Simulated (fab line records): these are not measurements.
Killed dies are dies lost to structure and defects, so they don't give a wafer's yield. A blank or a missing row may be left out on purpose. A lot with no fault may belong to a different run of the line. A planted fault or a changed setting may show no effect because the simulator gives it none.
Which of the tools did it? | flow sky130 | 12 lots with 36 wafers sampled at 2 steps, on a route of 708 steps

## WHAT THE GAUGES READ, wafer by wafer
SKY_VIA4_BOW_MEAS_03.
lot  | measured     | on           | VIA4_BOW (um)
L253 | day 42 13:50 | filmMetro-04 | 79 83 91
L254 | day 43 00:26 | filmMetro-04 | 76 82 88
L255 | day 43 04:09 | filmMetro-03 | 70 64 86
L256 | day 43 13:17 | filmMetro-02 | 75 79 77
L258 | day 44 09:20 | filmMetro-03 | 73 81 92
L259 | day 44 10:16 | filmMetro-03 | 85 96 79
L260 | day 44 16:01 | filmMetro-04 | 86 78 80
L261 | day 44 21:07 | filmMetro-03 | 77 91 89
L262 | day 45 02:22 | filmMetro-03 | 76 70 83
L263 | day 45 14:56 | filmMetro-04 | 69 77 77
L264 | day 45 15:52 | filmMetro-03 | 71 67 79
L273 | day 47 22:43 | filmMetro-04 | 76 75 74

## TOOL THAT RAN EACH LOT (tool first, then ch and the chambers of the sampled wafers, then the start)
lot  | SKY_VIA3_STRIP_17
L253 | wetBench-03 ch 2, day 40 10:29
L254 | wetBench-04 ch 2, day 40 21:01
L255 | wetBench-04 ch 1, day 41 03:18
L256 | wetBench-04 ch 2, day 41 10:05
L258 | wetBench-01 ch 0, day 42 07:38
L259 | wetBench-01 ch 3, day 42 09:26
L260 | wetBench-04 ch 1, day 42 16:05
L261 | wetBench-04 ch 2, day 42 20:17
L262 | wetBench-04 ch 3, day 43 02:59
L263 | wetBench-01 ch 3, day 43 15:29
L264 | wetBench-04 ch 0, day 43 16:11
L273 | wetBench-03 ch 0, day 46 02:05
- SKY_VIA3_STRIP_17: strips in post etch residue remover, time 1200 s.

## WHAT THE TOOLS THEMSELVES READ (means of the sampled wafers that have a number; where no wafer has one, the mark that the record gives instead)
The record holds no such reading with a usual standard deviation.

## THE ANSWER, worked out from the rows above alone
Rule: the lots themselves supply what counts as usual. The widest of any qualifying gaps counts: lots, ordered by their means at a reading, are off when they make up no more than a third of the lots, leave a main group of 4 or more, and stand apart from it by 3 or more times the standard deviation of that group's means. The tables above print the reading to a certain number of digits; a main group whose means all agree to those digits is not used. A lot without any number at a reading at which 4 lots or more have one is off too. Where the step has rows for the other lots, those lots are counted as sound. Order of review: gauges by route order, followed by the tools' own readings, for which a lot's mean as printed above is used. The first step at which some lot is off is used, and at that step the reading that is off furthest; a lot without a number counts as furthest.
Across all readings shown, no lot is off: no conclusion can be drawn from this.

## WHAT THE SIMULATOR HAD INSERTED
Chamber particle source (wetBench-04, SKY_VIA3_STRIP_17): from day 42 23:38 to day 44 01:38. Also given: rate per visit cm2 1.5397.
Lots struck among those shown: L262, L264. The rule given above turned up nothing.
